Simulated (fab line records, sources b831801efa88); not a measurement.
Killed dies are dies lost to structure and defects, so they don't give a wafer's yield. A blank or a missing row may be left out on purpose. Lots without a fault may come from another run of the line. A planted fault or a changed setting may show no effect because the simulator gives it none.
Which tool did it? | flow gf180mcu | 12 lots, 36 wafers sampled, at 8 steps of a route of 602

WHAT THE GAUGES READ, wafer by wafer
GF_STI_THK_MEAS_02.
lot  | measured    | on            | STI_OXIDATION_THK (nm)
L593 | day 1 11:31 | film_metro-04 | 10.88 10.88 11.09
L594 | day 1 16:31 | film_metro-04 | 11.08 11.16 10.98
L599 | day 2 17:37 | film_metro-03 | 10.42 10.47 10.58
L600 | day 2 23:48 | film_metro-03 | 10.94 10.81 10.85
L602 | day 3 08:49 | film_metro-02 | 10.71 10.66 10.57
L603 | day 3 13:35 | film_metro-04 | 10.80 10.89 10.78
L605 | day 4 00:13 | film_metro-04 | 10.77 10.87 10.84
L607 | day 4 09:32 | film_metro-03 | 10.38 10.58 10.71
L612 | day 5 12:12 | film_metro-02 | 10.67 10.69 10.70
L614 | day 5 20:32 | film_metro-03 | 10.71 10.77 10.65
L615 | day 6 01:37 | film_metro-04 | 11.15 11.21 10.97
L616 | day 6 06:32 | film_metro-04 | 10.85 10.85 10.76

GF_STI_THK_MEAS_22.
lot  | measured    | on            | STI_OXIDATION_01_THK (nm)
L593 | day 2 04:40 | film_metro-04 | 14.8 14.9 14.8
L594 | day 2 09:43 | film_metro-02 | 14.5 14.8 14.7
L599 | day 3 11:26 | film_metro-03 | 15.3 15.4 15.0
L600 | day 3 15:42 | film_metro-02 | 15.4 15.3 15.1
L602 | day 4 02:48 | film_metro-04 | 15.1 15.0 15.2
L603 | day 4 07:04 | film_metro-02 | 14.9 15.1 14.9
L605 | day 4 18:46 | film_metro-04 | 15.2 14.9 15.1
L607 | day 5 03:34 | film_metro-02 | 15.3 15.2 15.5
L612 | day 6 06:39 | film_metro-04 | 14.6 14.7 14.5
L614 | day 6 15:02 | film_metro-04 | 15.1 15.0 15.2
L615 | day 6 21:48 | film_metro-02 | 15.0 14.9 15.1
L616 | day 7 01:44 | film_metro-02 | 15.1 15.1 15.1

GF_STI_THK_MEAS_24.
lot  | measured    | on            | STI_CVD_23_THK (nm)
L593 | day 2 04:49 | film_metro-03 | 668 666 655
L594 | day 2 09:52 | film_metro-04 | 640 644 631
L599 | day 3 11:35 | film_metro-02 | 645 645 633
L600 | day 3 15:50 | film_metro-04 | 645 647 648
L602 | day 4 02:56 | film_metro-03 | 646 644 640
L603 | day 4 07:13 | film_metro-04 | 644 638 637
L605 | day 4 18:54 | film_metro-03 | 648 652 651
L607 | day 5 03:42 | film_metro-03 | 660 667 669
L612 | day 6 06:47 | film_metro-03 | 645 645 639
L614 | day 6 15:11 | film_metro-02 | 645 635 639
L615 | day 6 21:56 | film_metro-04 | 637 636 651
L616 | day 7 01:53 | film_metro-03 | 667 648 661

GF_NWELL_TW_MEAS_11.
lot  | measured    | on            | NWELL_TW
L593 | day 3 09:01 | film_metro-01 | 1569 1559 1571
L594 | day 3 14:52 | film_metro-03 | 1577 1569 1568
L599 | day 4 18:07 | film_metro-03 | 1573 1573 1572
L600 | day 4 21:34 | film_metro-01 | 1580 1589 1575
L602 | day 5 10:31 | film_metro-03 | 1564 1550 1557
L603 | day 5 14:10 | film_metro-03 | 1916 1914 1922
L605 | day 6 02:52 | film_metro-01 | 1589 1593 1594
L607 | day 6 12:10 | film_metro-03 | 1901 1905 1903
L612 | day 7 19:14 | film_metro-01 | 1588 1592 1587
L614 | day 8 02:32 | film_metro-01 | 1601 1591 1596
L615 | day 8 08:12 | film_metro-01 | 1592 1597 1593
L616 | day 8 14:02 | film_metro-03 | 1555 1553 1555

GF_LVPWELL_TW_MEAS_11.
lot  | measured    | on            | LVPWELL_TW
L593 | day 3 22:09 | film_metro-03 | 562 560 562
L594 | day 4 04:13 | film_metro-03 | 559 560 561
L599 | day 5 08:04 | film_metro-04 | 557 558 559
L600 | day 5 11:51 | film_metro-03 | 553 556 555
L602 | day 6 01:40 | film_metro-01 | 565 565 567
L603 | day 6 05:33 | film_metro-01 | 1555 1552 1565
L605 | day 6 18:40 | film_metro-03 | 551 548 552
L607 | day 7 03:48 | film_metro-03 | 1530 1524 1517
L612 | day 8 12:13 | film_metro-04 | 554 559 557
L614 | day 8 19:01 | film_metro-04 | 556 555 555
L615 | day 9 01:12 | film_metro-04 | 559 560 557
L616 | day 9 07:20 | film_metro-03 | 555 553 556

GF_MVSD_TW_MEAS_11.
lot  | measured     | on            | MVSD_TW
L593 | day 4 11:34  | film_metro-01 | 1599 1587 1601
L594 | day 4 18:34  | film_metro-04 | 1579 1575 1571
L599 | day 5 23:22  | film_metro-01 | 1594 1593 1587
L600 | day 6 03:12  | film_metro-03 | 1543 1548 1552
L602 | day 6 17:19  | film_metro-04 | 1577 1571 1564
L603 | day 6 20:34  | film_metro-04 | 1925 1929 1937
L605 | day 7 10:40  | film_metro-03 | 1564 1562 1565
L607 | day 7 20:45  | film_metro-04 | 1919 1916 1919
L612 | day 9 05:56  | film_metro-03 | 1550 1559 1558
L614 | day 9 12:10  | film_metro-01 | 1596 1596 1598
L615 | day 9 18:52  | film_metro-03 | 1562 1563 1565
L616 | day 10 00:44 | film_metro-01 | 1592 1595 1602

WHICH TOOL RAN EACH LOT (tool, then ch and the chambers of the sampled wafers, then the start)
lot  | GF_DNWELL_COAT_02                | GF_DNWELL_STRIP_08
L593 | litho_track-03 ch 0, day 2 14:01 | plasma_asher-04 ch 0,1, day 2 20:22
L594 | litho_track-01 ch 0, day 2 19:04 | plasma_asher-02 ch 0,1, day 3 01:37
L599 | litho_track-04 ch 0, day 3 20:41 | plasma_asher-04 ch 0, day 4 03:32
L600 | litho_track-01 ch 0, day 4 00:17 | plasma_asher-01 ch 0,1, day 4 06:37
L602 | litho_track-01 ch 0, day 4 12:31 | plasma_asher-04 ch 0,1, day 4 19:25
L603 | litho_track-01 ch 0, day 4 16:35 | plasma_asher-02 ch 0,1, day 4 23:31
L605 | litho_track-03 ch 0, day 5 04:04 | plasma_asher-04 ch 0,1, day 5 11:17
L607 | litho_track-01 ch 0, day 5 12:56 | plasma_asher-04 ch 0,1, day 5 20:46
L612 | litho_track-03 ch 0, day 6 18:19 | plasma_asher-04 ch 0,1, day 7 02:48
L614 | litho_track-03 ch 0, day 7 01:22 | plasma_asher-01 ch 0,1, day 7 09:46
L615 | litho_track-03 ch 0, day 7 07:52 | plasma_asher-04 ch 0,1, day 7 15:58
L616 | litho_track-03 ch 0, day 7 12:28 | plasma_asher-04 ch 0,1, day 7 20:51
- GF_DNWELL_COAT_02: resist thk 3000 nm.
- GF_DNWELL_STRIP_08: strips in O2/N2.

WHAT THE TOOLS THEMSELVES READ (means of the sampled wafers that have a number; where no wafer has one, the mark that the record gives instead)
GF_DNWELL_STRIP_08.
lot  | tool            | drypump_motor_current_A (A) | heater_power_w (W) | oes_product_au (a.u.) | strip_time_to_endpoint_s (s)
L593 | plasma_asher-04 | 5.52                        | 368                | 0.723                 | 36.95
L594 | plasma_asher-02 | 5.84                        | 375                | 0.726                 | 36.81
L599 | plasma_asher-04 | 5.47                        | 370                | 0.725                 | 37.01
L600 | plasma_asher-01 | 5.92                        | 327                | 0.719                 | 36.72
L602 | plasma_asher-04 | 5.51                        | 371                | 0.725                 | 36.84
L603 | plasma_asher-02 | 5.87                        | 375                | 0.713                 | 17.60
L605 | plasma_asher-04 | 5.55                        | 370                | 0.725                 | 37.09
L607 | plasma_asher-04 | 5.47                        | 371                | 0.715                 | 17.59
L612 | plasma_asher-04 | 5.49                        | 372                | 0.723                 | 37.01
L614 | plasma_asher-01 | 5.53                        | 330                | 0.720                 | 37.09
L615 | plasma_asher-04 | 5.54                        | 372                | 0.723                 | 37.13
L616 | plasma_asher-04 | 5.50                        | 371                | 0.727                 | 37.16

THE ANSWER, worked out from the rows above alone
Rule: what is usual is taken from the lots themselves. Put in order of their means at a reading, lots are off if they are a third of the lots or fewer, leave a main group of 4 or more, and stand apart from it by a gap of 3 or more times the standard deviation of the main group's means; of several such gaps the widest counts. A main group whose means are all the same, to the digits that the tables above print for the reading, isn't used. A lot without any number at a reading at which 4 lots or more have one is off too. The other lots that the step has rows for count as sound. The gauges are gone through in route order, then the tools' own readings, and for those a lot's mean is taken as printed above. The first step at which some lot is off is used, and at that step the reading that is off furthest; a lot without a number counts as furthest.
Off: L603, L607, at GF_NWELL_TW_MEAS_11 (NWELL_TW). The main group: mean 1577, standard deviation 15.
A tool fits if, at a process step before that reading, it ran every lot that is off, and no sound lot after the first of them. The gauges at GF_NWELL_TW_MEAS_11 aren't tried: what is off there is off at GF_MVSD_TW_MEAS_11 too, on other tools, and a gauge's error can't cause that. One fits: litho_track-01 at GF_DNWELL_COAT_02. Its last sound lot is L602 (day 4 12:31), its first lot that is off L603 (day 4 16:35): a fault that began between those two fits.

WHAT THE SIMULATOR HAD PUT IN
Process parameter drift: litho_track-01, from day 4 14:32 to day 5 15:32, at GF_DNWELL_COAT_02. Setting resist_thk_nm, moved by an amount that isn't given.
Lots struck among those shown: L603, L607. The rule above found the same.
